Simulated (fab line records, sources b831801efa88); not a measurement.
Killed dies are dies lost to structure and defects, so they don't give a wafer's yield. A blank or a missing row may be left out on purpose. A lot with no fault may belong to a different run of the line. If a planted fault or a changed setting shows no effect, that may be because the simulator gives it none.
Which tool is to blame? / flow gf180mcu / 12 lots with 36 wafers sampled at 5 steps, on a route of 602 steps

WHAT EACH GAUGE READ, for each wafer
GF_V5_BOW_MEAS_05.
lot=L274; measured=day 25 14:44; on=film metro-03; V5_BOW (um)=155 145 153
lot=L275; measured=day 25 17:25; on=film metro-03; V5_BOW (um)=145 123 147
lot=L276; measured=day 26 12:31; on=film metro-04; V5_BOW (um)=122 127 128
lot=L277; measured=day 26 13:32; on=film metro-04; V5_BOW (um)=136 160 151
lot=L280; measured=day 29 09:42; on=film metro-03; V5_BOW (um)=128 128 121
lot=L281; measured=day 29 12:37; on=film metro-01; V5_BOW (um)=138 151 150
lot=L284; measured=day 29 14:16; on=film metro-01; V5_BOW (um)=114 133 129
lot=L283; measured=day 29 16:12; on=film metro-01; V5_BOW (um)=138 132 129
lot=L286; measured=day 29 19:44; on=film metro-03; V5_BOW (um)=134 130 139
lot=L287; measured=day 30 06:56; on=film metro-01; V5_BOW (um)=124 129 125
lot=L288; measured=day 30 23:53; on=film metro-03; V5_BOW (um)=128 122 123
lot=L293; measured=day 32 11:32; on=film metro-01; V5_BOW (um)=139 140 126

GF_PASSIVATION_THK_MEAS_01.
lot=L274; measured=day 27 10:34; on=film metro-02; PASSIVATION_CVD_00_THK (nm)=995 969 985
lot=L275; measured=day 27 11:47; on=film metro-03; PASSIVATION_CVD_00_THK (nm)=993 986 992
lot=L276; measured=day 28 06:15; on=film metro-03; PASSIVATION_CVD_00_THK (nm)=1005 1002 1007
lot=L277; measured=day 28 07:47; on=film metro-03; PASSIVATION_CVD_00_THK (nm)=981 1007 990
lot=L280; measured=day 31 00:56; on=film metro-02; PASSIVATION_CVD_00_THK (nm)=989 1015 1011
lot=L281; measured=day 31 03:51; on=film metro-02; PASSIVATION_CVD_00_THK (nm)=977 998 994
lot=L284; measured=day 31 05:03; on=film metro-02; PASSIVATION_CVD_00_THK (nm)=990 990 1006
lot=L283; measured=day 31 07:28; on=film metro-02; PASSIVATION_CVD_00_THK (nm)=991 1000 1011
lot=L286; measured=day 31 10:03; on=film metro-04; PASSIVATION_CVD_00_THK (nm)=991 1018 1000
lot=L287; measured=day 31 20:50; on=film metro-02; PASSIVATION_CVD_00_THK (nm)=989 983 996
lot=L288; measured=day 32 13:07; on=film metro-04; PASSIVATION_CVD_00_THK (nm)=995 1029 1014
lot=L293; measured=day 33 21:52; on=film metro-04; PASSIVATION_CVD_00_THK (nm)=1122 1006 1137

TOOL THAT RAN EACH LOT (tool first, then ch and the chambers of the sampled wafers, then the start)
lot=L274; GF_V5_CVD_02=pecvd-03 ch 0,1,2, day 25 14:16; GF_TOP_METAL_SPUTTER_04=pvd sputter-01, day 26 13:23; GF_PASSIVATION_CVD_00=pecvd-04 ch 0,1,2, day 27 10:29
lot=L275; GF_V5_CVD_02=pecvd-04 ch 0,1,2, day 25 16:57; GF_TOP_METAL_SPUTTER_04=pvd sputter-02, day 26 15:03; GF_PASSIVATION_CVD_00=pecvd-04 ch 0,1,2, day 27 11:42
lot=L276; GF_V5_CVD_02=pecvd-02 ch 0,2, day 26 12:01; GF_TOP_METAL_SPUTTER_04=pvd sputter-03, day 27 10:06; GF_PASSIVATION_CVD_00=pecvd-01 ch 0,1, day 28 06:10
lot=L277; GF_V5_CVD_02=pecvd-03 ch 0,1,2, day 26 12:52; GF_TOP_METAL_SPUTTER_04=pvd sputter-02, day 27 11:17; GF_PASSIVATION_CVD_00=pecvd-01 ch 1,2, day 28 07:42
lot=L280; GF_V5_CVD_02=pecvd-02 ch 0,1, day 29 09:13; GF_TOP_METAL_SPUTTER_04=pvd sputter-03, day 30 05:50; GF_PASSIVATION_CVD_00=pecvd-01 ch 0,1, day 31 00:48
lot=L281; GF_V5_CVD_02=pecvd-03 ch 0,1,2, day 29 12:07; GF_TOP_METAL_SPUTTER_04=pvd sputter-02, day 30 09:09; GF_PASSIVATION_CVD_00=pecvd-02 ch 0,2, day 31 03:46
lot=L284; GF_V5_CVD_02=pecvd-03 ch 0,1,2, day 29 13:47; GF_TOP_METAL_SPUTTER_04=pvd sputter-02, day 30 10:23; GF_PASSIVATION_CVD_00=pecvd-01 ch 1,2, day 31 04:58
lot=L283; GF_V5_CVD_02=pecvd-03 ch 0,1,2, day 29 15:44; GF_TOP_METAL_SPUTTER_04=pvd sputter-02, day 30 12:53; GF_PASSIVATION_CVD_00=pecvd-04 ch 0,1, day 31 07:23
lot=L286; GF_V5_CVD_02=pecvd-04 ch 0,1, day 29 19:14; GF_TOP_METAL_SPUTTER_04=pvd sputter-02, day 30 15:41; GF_PASSIVATION_CVD_00=pecvd-02 ch 1,2, day 31 09:58
lot=L287; GF_V5_CVD_02=pecvd-02 ch 1,2, day 30 06:28; GF_TOP_METAL_SPUTTER_04=pvd sputter-01, day 31 01:47; GF_PASSIVATION_CVD_00=pecvd-01 ch 0,1, day 31 20:46
lot=L288; GF_V5_CVD_02=pecvd-03 ch 0,1,2, day 30 23:25; GF_TOP_METAL_SPUTTER_04=pvd sputter-03, day 31 18:59; GF_PASSIVATION_CVD_00=pecvd-02 ch 0,2, day 32 13:00
lot=L293; GF_V5_CVD_02=pecvd-04 ch 0,1,2, day 32 11:03; GF_TOP_METAL_SPUTTER_04=pvd sputter-01, day 33 05:31; GF_PASSIVATION_CVD_00=pecvd-01 ch 0,1,2, day 33 21:47
- GF_V5_CVD_02: deposits SiO2 from TEOS, target thk 1450 nm, time 163.28 s.
- GF_TOP_METAL_SPUTTER_04: material TiN, target thk 25 nm, time 20.8 s.
- GF_PASSIVATION_CVD_00: deposits SiO2 from TEOS, target thk 1000 nm, time 111.95 s.

AS READ BY THE TOOLS THEMSELVES (means over the sampled wafers that have a number; for cases with no such wafer, the mark the record gives instead)
GF_V5_CVD_02.
lot=L274; tool=pecvd-03; heater power w (W)=724; run length s (s)=190.9
lot=L275; tool=pecvd-04; heater power w (W)=716; run length s (s)=191.7
lot=L276; tool=pecvd-02; heater power w (W)=662; run length s (s)=191.4
lot=L277; tool=pecvd-03; heater power w (W)=711; run length s (s)=191.0
lot=L280; tool=pecvd-02; heater power w (W)=755; run length s (s)=191.4
lot=L281; tool=pecvd-03; heater power w (W)=694; run length s (s)=191.2
lot=L284; tool=pecvd-03; heater power w (W)=699; run length s (s)=190.7
lot=L283; tool=pecvd-03; heater power w (W)=692; run length s (s)=190.9
lot=L286; tool=pecvd-04; heater power w (W)=747; run length s (s)=191.6
lot=L287; tool=pecvd-02; heater power w (W)=720; run length s (s)=191.5
lot=L288; tool=pecvd-03; heater power w (W)=662; run length s (s)=190.8
lot=L293; tool=pecvd-04; heater power w (W)=729; run length s (s)=191.7

GF_TOP_METAL_SPUTTER_04.
lot=L274; tool=pvd sputter-01; throttle valve pct (%)=29.4
lot=L275; tool=pvd sputter-02; throttle valve pct (%)=29.8
lot=L276; tool=pvd sputter-03; throttle valve pct (%)=29.9
lot=L277; tool=pvd sputter-02; throttle valve pct (%)=29.8
lot=L280; tool=pvd sputter-03; throttle valve pct (%)=30.2
lot=L281; tool=pvd sputter-02; throttle valve pct (%)=29.7
lot=L284; tool=pvd sputter-02; throttle valve pct (%)=29.9
lot=L283; tool=pvd sputter-02; throttle valve pct (%)=30.1
lot=L286; tool=pvd sputter-02; throttle valve pct (%)=30.0
lot=L287; tool=pvd sputter-01; throttle valve pct (%)=29.8
lot=L288; tool=pvd sputter-03; throttle valve pct (%)=29.8
lot=L293; tool=pvd sputter-01; throttle valve pct (%)=29.0

GF_PASSIVATION_CVD_00.
lot=L274; tool=pecvd-04; heater power w (W)=700; run length s (s)=140.5
lot=L275; tool=pecvd-04; heater power w (W)=711; run length s (s)=140.0
lot=L276; tool=pecvd-01; heater power w (W)=583; run length s (s)=139.9
lot=L277; tool=pecvd-01; heater power w (W)=740; run length s (s)=140.0
lot=L280; tool=pecvd-01; heater power w (W)=586; run length s (s)=140.3
lot=L281; tool=pecvd-02; heater power w (W)=668; run length s (s)=139.9
lot=L284; tool=pecvd-01; heater power w (W)=602; run length s (s)=140.1
lot=L283; tool=pecvd-04; heater power w (W)=810; run length s (s)=140.1
lot=L286; tool=pecvd-02; heater power w (W)=600; run length s (s)=139.8
lot=L287; tool=pecvd-01; heater power w (W)=551; run length s (s)=140.1
lot=L288; tool=pecvd-02; heater power w (W)=725; run length s (s)=139.9
lot=L293; tool=pecvd-01; heater power w (W)=655; run length s (s)=149.8

THE ANSWER, worked out from the rows above alone
Rule: the lots themselves supply what counts as usual. The widest of any qualifying gaps counts: lots, ordered by their means at a reading, are off when they make up no more than a third of the lots, leave a main group of 4 or more, and stand apart from it by 3 or more times the standard deviation of that group's means. If all means in a main group match to the digits the tables above print for the reading, that group is not used. A lot without any number at a reading at which 4 lots or more have one is off too. Where the step has rows for the other lots, those lots are counted as sound. After the gauges, taken in route order, come the tools' own readings; for these a lot's mean is taken, as printed above. The first step at which some lot is off is used, and at that step the reading that is off furthest; a lot without a number counts as furthest.
Off: L293, at GF_PASSIVATION_THK_MEAS_01 (PASSIVATION_CVD_00_THK). For the main group the mean is 997 nm and the standard deviation 8.5.
If a tool, at a process step before that reading, ran all the lots that are off and no sound lot after the first of them, it fits. Not tried: the gauges at GF_PASSIVATION_THK_MEAS_01; whatever is off there is also off at GF_PASSIVATION_CVD_00, on other tools, and gauge error can't account for it. Can't be told from this: 3 tools fit, pecvd-04 at GF_V5_CVD_02, pvd sputter-01 at GF_TOP_METAL_SPUTTER_04, pecvd-01 at GF_PASSIVATION_CVD_00.

WHAT THE SIMULATOR HAD PUT IN
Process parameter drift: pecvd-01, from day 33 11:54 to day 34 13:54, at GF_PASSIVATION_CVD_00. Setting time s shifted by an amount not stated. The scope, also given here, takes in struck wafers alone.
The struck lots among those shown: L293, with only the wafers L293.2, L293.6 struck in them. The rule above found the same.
